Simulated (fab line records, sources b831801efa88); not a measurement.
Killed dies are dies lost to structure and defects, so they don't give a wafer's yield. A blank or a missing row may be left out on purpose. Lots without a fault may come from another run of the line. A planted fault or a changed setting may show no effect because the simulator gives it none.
One fault seen from 2 desks | flow gf180mcu | each desk has only its own numbers; what lay behind them comes last

THE METROLOGY DESK
What the gauges read, lot by lot, whatever tool the lot ran on: means of the sampled wafers that have a number. A lot is out of limits, marked OUT, if its mean lies more than 4 standard deviations from the usual mean; the brackets give that distance.
Columns: A = V2_CVD_02_THK at GF_V2_THK_MEAS_03, usual 852 nm
lot  | first seen here | A
L296 | day 19 02:52    | 854
L297 | day 19 13:43    | 857
L298 | day 20 00:04    | 848
L301 | day 21 04:20    | 860
L302 | day 21 13:49    | 847
L303 | day 21 23:59    | 832
L308 | day 23 17:26    | 851
L309 | day 24 00:03    | 854
L312 | day 25 01:59    | 850
L317 | day 26 14:10    | 843
L318 | day 26 18:41    | 854
L319 | day 27 02:57    | 843
This desk's finding: nothing out of limits on any of the 12 lots.

THE TOOL OWNER'S DESK: rie_metal-02
The tool's own readings at GF_M2_METAL_ETCH_16 (etches the open film in Cl2/BCl3, stops on SiO2, target depth 750.8 nm, time 125.1 s): means of the sampled wafers that have a number, for each lot that ran on this tool. A lot is out of limits, marked OUT, if its mean lies more than 4 standard deviations from the usual mean; the brackets give that distance.
Columns: A = bias_w at GF_M2_METAL_ETCH_16, usual 140.0 W; B = drypump_motor_current_A at GF_M2_METAL_ETCH_16, usual 5.7 A; C = oes_product_au at GF_M2_METAL_ETCH_16, usual 0.990 a.u.; D = throttle_valve_pct at GF_M2_METAL_ETCH_16, usual 28.230 %
lot  | first seen here | A               | B   | C     | D
L296 | day 19 02:00    | 139.7           | 5.2 | 0.985 | 28.237
L303 | day 21 22:46    | 139.9           | 5.5 | 0.990 | 28.228
L308 | day 23 16:32    | 169.9 (+71) OUT | 5.5 | 0.999 | 28.229
L309 | day 23 23:03    | 170.5 (+73) OUT | 5.5 | 0.995 | 28.226
L318 | day 26 17:50    | 140.2           | 5.5 | 0.995 | 28.227
L319 | day 27 02:04    | 140.1           | 5.5 | 0.990 | 28.228
This desk's finding: out of limits on L308, L309; first on L308, day 23 16:32 (bias_w at GF_M2_METAL_ETCH_16). In limits: L296, L303, L318, L319.

PUT TOGETHER
The tool owner's desk could have raised an alarm at day 23 16:32, on L308, L309.
The metrology desk saw nothing out of limits.
The metrology desk has L308, L309 on record, within its limits.
Of the lots named, all ran GF_M2_METAL_ETCH_16 on rie_metal-02.

WHAT THE SIMULATOR HAD PUT IN
Process parameter drift: rie_metal-02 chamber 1, from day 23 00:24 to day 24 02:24, at GF_M2_METAL_ETCH_16. Setting bias_w, moved by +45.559, from 140. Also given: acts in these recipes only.
Lots struck among those shown: L308, L309.
Hours from the fault's start to each desk's first reading out of limits: the tool owner's desk, 16.
